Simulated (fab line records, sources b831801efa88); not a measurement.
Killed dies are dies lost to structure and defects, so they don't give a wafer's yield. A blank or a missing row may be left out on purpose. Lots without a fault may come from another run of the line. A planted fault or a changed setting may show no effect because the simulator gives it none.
A struck lot beside a sound one | flow sky130 | 32 steps out of a route of 708
Sound: wafers L463.2, L463.4, L463.5. Struck: wafer L470.4. (L470.2, L470.5 of the same lot were not struck and are left out.) The cause comes at the end.
At each step with rows: each side's tool, then ch and its chambers, then its first start. Under that, the readings that differ: sound wafers | struck wafers | difference of the means | sigmas: that difference in standard deviations of wafers without a fault.
alike: readings whose means differ by less than 2 such deviations, and words and numbers that are the same on both sides. not compared: withheld readings, readings that some wafer has no value for, bounds like >300 that may hide the same value, and numbers for which the record gives no deviation and whose values overlap.
The two part at a step that has a row with sigmas, a row that says differs or no value, or rows on one side only. Numbers that don't overlap but have no deviation are shown without sigmas and don't part them. A reading that every wafer of one side lacks parts them only if that side has two wafers or more.

first, 1 step without rows for these wafers: SKY_CONTACT_ETCH_18 (etches Si3N4 in CHF3/O2, stops on TiN, time 39 s, target depth 75 nm).
SKY_CONTACT_STRIP_19: strips in O2/N2.
  sound on plasma_asher-04 ch 1, day 32 19:31; struck on plasma_asher-04 ch 1, day 35 11:16
  reading               | sound             | struck | difference | sigmas
  oes_product_au (a.u.) | 0.376 0.385 0.380 | 0.391  | +0.011     | +2
  alike: drypump_motor_current_A, o2_flow_sccm, strip_time_to_endpoint_s
  not compared: rf_hours_counter_h
then, 4 steps without rows for these wafers: SKY_CONTACT_STRIP_20 (strips in post etch residue remover, time 1200 s); SKY_CONTACT_CLEAN_21 (cleans in IPA, time 180 s); SKY_CONTACT_CLEAN_22 (cleans in O3/DIW); SKY_CONTACT_SPUTTER_23 (material TiN, target thk 20 nm, time 80 s).
SKY_CONTACT_CVD_24: deposits W, target thk 340 nm, time 102.12 s.
  sound on cvd_w-01 ch 0, day 32 20:11; struck on cvd_w-02 ch 1, day 35 11:56
  alike: heater_power_w
SKY_CONTACT_RS_MEAS_25: measures by four-point-probe.
  sound on film_metro-02, day 32 20:20; struck on film_metro-01, day 35 12:04
  alike: CONTACT_W_RS
SKY_CONTACT_THK_MEAS_26: measures by xrf.
  sound on film_metro-02, day 32 20:26; struck on film_metro-01, day 35 12:10
  alike: CONTACT_W_THK
then, 2 steps without rows for these wafers: SKY_CONTACT_CMP_27 (polishes, stops on SiO2, t overpolish 15 s, target thk 0 nm); SKY_METAL1_SPUTTER_00 (material Ti, target thk 15 nm, time 10 s).
SKY_METAL1_SPUTTER_01: material TiN, target thk 20 nm, time 16.7 s.
  sound on pvd_sputter-01, day 32 20:49; struck on pvd_sputter-01, day 35 12:32
  alike: throttle_valve_pct
SKY_METAL1_SPUTTER_02: material AlCu, target thk 250 nm, time 13.3 s.
  sound on pvd_sputter-01, day 32 20:50; struck on pvd_sputter-01, day 35 12:34
  alike: throttle_valve_pct
SKY_METAL1_SPUTTER_03: material Ti, target thk 5 nm, time 3.3 s.
  sound on pvd_sputter-01, day 32 20:52; struck on pvd_sputter-01, day 35 12:35
  alike: throttle_valve_pct
then, 1 step without rows for these wafers: SKY_METAL1_SPUTTER_04 (material TiN, target thk 70 nm, time 58.3 s).
SKY_METAL1_RS_MEAS_05: measures by four-point-probe.
  sound on film_metro-01, day 32 20:57; struck on film_metro-02, day 35 12:41
  reading                 | sound                | struck | difference | sigmas
  METAL1_ALCU_RS (ohm/sq) | 0.1272 0.1295 0.1269 | 0.1575 | +0.0296    | +17
SKY_METAL1_THK_MEAS_06: measures by xrf.
  sound on film_metro-01, day 32 21:04; struck on film_metro-02, day 35 12:47
  reading              | sound       | struck | difference | sigmas
  METAL1_ALCU_THK (nm) | 250 241 250 | 214    | -33        | -9
then, 8 steps without rows for these wafers: SKY_METAL1_DEHYDRATE_07 (time 60 s); SKY_METAL1_HMDS_08 (prime time 60 s); SKY_METAL1_COAT_09 (resist thk 60 nm); SKY_METAL1_COAT_10 (resist thk 450 nm); SKY_METAL1_SOFTBAKE_11 (time 90 s); SKY_METAL1_EXPOSE_12 (exposes mask MM1, target cd 140 nm); SKY_METAL1_PEB_13; SKY_METAL1_DEVELOP_14 (develop time 60 s).
SKY_METAL1_CD_MEAS_15: target cd 140 nm.
  sound on cd_sem-02, day 33 23:58; struck on cd_sem-01, day 36 15:19
  reading    | sound             | struck | difference | sigmas
  cd_nm (nm) | 136.6 136.0 138.1 | 140.4  | +3.5       | +2
SKY_METAL1_OVL_MEAS_16:
  sound on overlay-02, day 34 00:04; struck on overlay-01, day 36 15:25
  alike: METAL1_OVL
then, 1 step without rows for these wafers: SKY_METAL1_DESCUM_17 (chemistry O2, time 8 s).
SKY_METAL1_ETCH_18: etches BARC in N2/H2, stops on SiO2, time 45.9 s, target depth 60 nm.
  sound on rie_metal-01 ch 0, day 34 00:07; struck on rie_metal-01 ch 0, day 36 15:29
  alike: drypump_motor_current_A, oes_product_au, throttle_valve_pct
  not compared: rf_hours_counter_h
SKY_METAL1_METAL_ETCH_19: etches the open film in Cl2/BCl3, stops on SiO2, target depth 360 nm, time 78 s.
  sound on rie_metal-01 ch 0, day 34 00:11; struck on rie_metal-01 ch 0, day 36 15:32
  reading               | sound             | struck | difference | sigmas
  oes_product_au (a.u.) | 0.850 0.846 0.849 | 0.809  | -0.039     | -6
  alike: drypump_motor_current_A, throttle_valve_pct
  not compared: rf_hours_counter_h
then, 1 step without rows for these wafers: SKY_METAL1_STRIP_20 (strips in O2/N2).
-- the record jumps here: 12 days lie between the struck wafers' starts before and after (it left off in module METAL1 and takes up again in module PAD_OPEN, whose first step shown is number 708 of the route) --
SKY_PAD_OPEN_PROBE_99:
  sound on prober-02, day 46 14:25; struck on prober-02, day 48 17:40
  reading                                    | sound                         | struck  | difference | sigmas
  defect_limited_yield (%)                   | 83.1 82.7 79.9                | 86.8    | +4.9       | +2
  killed_dies                                | 83 85 99                      | 65      | -24        | -2
  killed_open                                | 48 49 61                      | 35      | -18        | -3
  sort_n_pass                                | 409 407 393                   | 427     | +24        | +2
  sort_yield_pct (%)                         | 83.1 82.7 79.9                | 86.8    | +4.9       | +2
  model.etest.met1.rs_ohm_sq_rim_less_centre | -0.0003316 0.001306 0.0007447 | 0.04761 | +0.04704   |
  alike: killed_at_M0_to_M3, killed_at_M4_up, killed_at_contacts, killed_at_front_end, killed_at_other, killed_short, sort_bin_3_pad_short, sort_bin_5_function, sort_bin_6_memory

WHERE THEY PART
First at SKY_CONTACT_STRIP_19; last, within this record, at SKY_PAD_OPEN_PROBE_99.

WHY: what the simulator had put in
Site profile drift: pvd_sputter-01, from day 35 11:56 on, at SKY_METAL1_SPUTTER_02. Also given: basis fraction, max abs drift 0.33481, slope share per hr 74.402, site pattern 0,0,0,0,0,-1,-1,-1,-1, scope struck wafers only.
